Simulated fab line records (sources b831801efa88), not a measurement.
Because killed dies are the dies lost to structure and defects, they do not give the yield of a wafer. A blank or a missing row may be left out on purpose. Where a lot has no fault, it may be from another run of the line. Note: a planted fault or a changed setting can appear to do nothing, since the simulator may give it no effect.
What tool caused it? ; flow sky130 ; Sampling: 12 lots, 36 wafers, 5 of 708 route steps

## WHAT EACH GAUGE READ, for each wafer
SKY_POLY_GATE_THK_MEAS_04. Usual: POLY_GATE_CVD_03_THK typically reads 74.8 nm, with standard deviation 0.71.
lot;measured;on;POLY_GATE_CVD_03_THK (nm);flag
L169;day 15 21:37;film-metro-02;76.4 76.7 76.2;
L170;day 16 03:52;film-metro-02;76.0 75.4 75.8;
L171;day 16 15:58;film-metro-02;74.9 75.0 75.2;
L172;day 16 22:07;film-metro-04;74.7 75.8 75.0;
L173;day 17 09:35;film-metro-03;75.5 74.9 75.1;
L175;day 18 09:07;film-metro-02;75.7 75.5 75.0;
L176;day 19 06:19;film-metro-02;74.1 74.6 74.0;
L178;day 19 20:30;film-metro-04;75.6 75.6 75.5;
L179;day 20 02:42;film-metro-04;73.9 74.3 73.8;
L182;day 20 19:23;film-metro-02;74.6 74.9 74.4;
L183;day 21 03:51;film-metro-02;74.1 74.8 74.8;
L190;day 23 11:29;film-metro-03;74.1 74.5 74.9;

SKY_LDD_P_TW_MEAS_11. Usual: LDD_P_TW typically reads 634, with standard deviation 4.8.
lot;measured;on;LDD_P_TW;flag
L169;day 19 18:18;film-metro-02;633 634 632;
L170;day 20 01:42;film-metro-02;634 633 633;
L171;day 20 21:02;film-metro-03;633 631 628;
L172;day 20 21:55;film-metro-01;644 642 644;
L173;day 21 12:53;film-metro-03;630 635 630;
L175;day 22 09:22;film-metro-03;628 631 634;
L176;day 23 06:50;film-metro-02;634 632 634;
L178;day 23 20:01;film-metro-01;637 635 636;
L179;day 24 02:52;film-metro-03;631 633 630;
L182;day 24 19:15;film-metro-02;631 626 632;
L183;day 25 03:25;film-metro-03;782 780 785 781 782 781;OFF
L190;day 27 08:39;film-metro-02;787 790 789 792 793 789;OFF

SKY_SD_N_RS_MEAS_18: measures by four-point-probe. Usual: RES_XHIGH_RS typically reads 332.9 ohm/sq, with standard deviation 1.2.
lot;measured;on;RES_XHIGH_RS (ohm/sq);flag
L169;day 28 18:56;film-metro-03;333.0 332.7 334.9;
L170;day 29 01:22;film-metro-03;332.7 333.7 332.9;
L171;day 29 19:46;film-metro-02;333.7 333.9 333.4;
L172;day 29 20:04;film-metro-04;332.4 332.2 331.8;
L173;day 30 08:21;film-metro-02;332.8 331.1 332.7;
L175;day 31 03:39;film-metro-02;332.0 333.5 333.2;
L176;day 32 00:39;film-metro-02;335.7 335.3 337.1;
L178;day 32 10:25;film-metro-03;332.6 334.3 333.9;
L179;day 32 16:35;film-metro-04;331.9 332.5 331.2;
L182;day 33 05:49;film-metro-02;334.5 335.1 333.9;
L183;day 33 16:40;film-metro-02;332.0 331.7 332.2;
L190;day 35 19:43;film-metro-03;332.0 332.5 331.1;

## EACH LOT AND THE TOOL THAT RAN IT (in order: tool; ch and the chambers of the sampled wafers; start)
lot;SKY_NWELL_STRIP_25;SKY_LDD_P_IMPLANT_09
L169;plasma-asher-03 ch 0,1, day 5 17:07;implanter-04 ch 0, day 19 18:03
L170;plasma-asher-02 ch 0,1, day 6 00:02;implanter-04 ch 0, day 20 01:27
L171;plasma-asher-03 ch 1, day 6 06:59;implanter-02 ch 0, day 20 20:48
L172;plasma-asher-03 ch 0,1, day 6 11:20;implanter-04 ch 0, day 20 21:41
L173;plasma-asher-01 ch 0,1, day 6 15:14;implanter-02 ch 0, day 21 12:38
L175;plasma-asher-03 ch 0,1, day 7 08:35;implanter-02 ch 0, day 22 09:00
L176;plasma-asher-02 ch 0,1, day 7 22:11;implanter-04 ch 0, day 23 06:35
L178;plasma-asher-01 ch 0,1, day 8 07:22;implanter-03 ch 0, day 23 19:46
L179;plasma-asher-01 ch 0,1, day 8 14:50;implanter-04 ch 0, day 24 02:39
L182;plasma-asher-01 ch 0,1, day 9 02:28;implanter-02 ch 0, day 24 19:00
L183;plasma-asher-01 ch 0,1, day 9 09:20;implanter-03 ch 0, day 25 02:51
L190;plasma-asher-03 ch 0,1, day 11 01:25;implanter-04 ch 0, day 27 08:08
- SKY_NWELL_STRIP_25: strips in O2/N2.
- SKY_LDD_P_IMPLANT_09

## WHAT THE TOOLS THEMSELVES READ (means of the sampled wafers that have a number; where no wafer has one, the mark that the record gives instead)
SKY_NWELL_STRIP_25. Usual: drypump-motor-current-A 5.8 A, standard deviation 0.34; oes-product-au 0.722 a.u., standard deviation 0.0045; strip-time-to-endpoint-s 36.92 s, standard deviation 0.096.
lot;tool;drypump-motor-current-A (A);oes-product-au (a.u.);strip-time-to-endpoint-s (s);flag
L169;plasma-asher-03;6.0;0.719;36.85;
L170;plasma-asher-02;5.8;0.721;36.98;
L171;plasma-asher-03;5.8;0.724;36.94;
L172;plasma-asher-03;6.0;0.721;36.94;
L173;plasma-asher-01;5.7;0.726;36.97;
L175;plasma-asher-03;5.9;0.725;36.91;
L176;plasma-asher-02;5.8;0.724;36.88;
L178;plasma-asher-01;5.7;0.723;36.72;
L179;plasma-asher-01;5.6;0.721;37.01;
L182;plasma-asher-01;5.8;0.721;37.02;
L183;plasma-asher-01;5.8;0.720;36.93;
L190;plasma-asher-03;5.9;0.721;36.94;

## THE ANSWER, worked out from the rows above alone
Rule: a lot is off if the mean of its wafers that have a number lies more than 3 standard deviations from the usual mean. Also off: a lot with no number at a reading for which 4 or more lots have one. Where the step has rows for the other lots, those lots are counted as sound. Order of review: gauges by route order, followed by the tools' own readings, for which a lot's mean as printed above is used. The first step at which some lot is off is used, and at that step the reading that is off furthest; a lot without a number counts as furthest.
Off: L183, L190, seen at SKY_LDD_P_TW_MEAS_11 (LDD_P_TW).
A tool fits if, at a process step before that reading, it ran every lot that is off, and no sound lot after the first of them. The gauges at SKY_LDD_P_TW_MEAS_11 are tried like those tools. No candidate that was tried fits.

## WHAT WAS PUT IN BY THE SIMULATOR
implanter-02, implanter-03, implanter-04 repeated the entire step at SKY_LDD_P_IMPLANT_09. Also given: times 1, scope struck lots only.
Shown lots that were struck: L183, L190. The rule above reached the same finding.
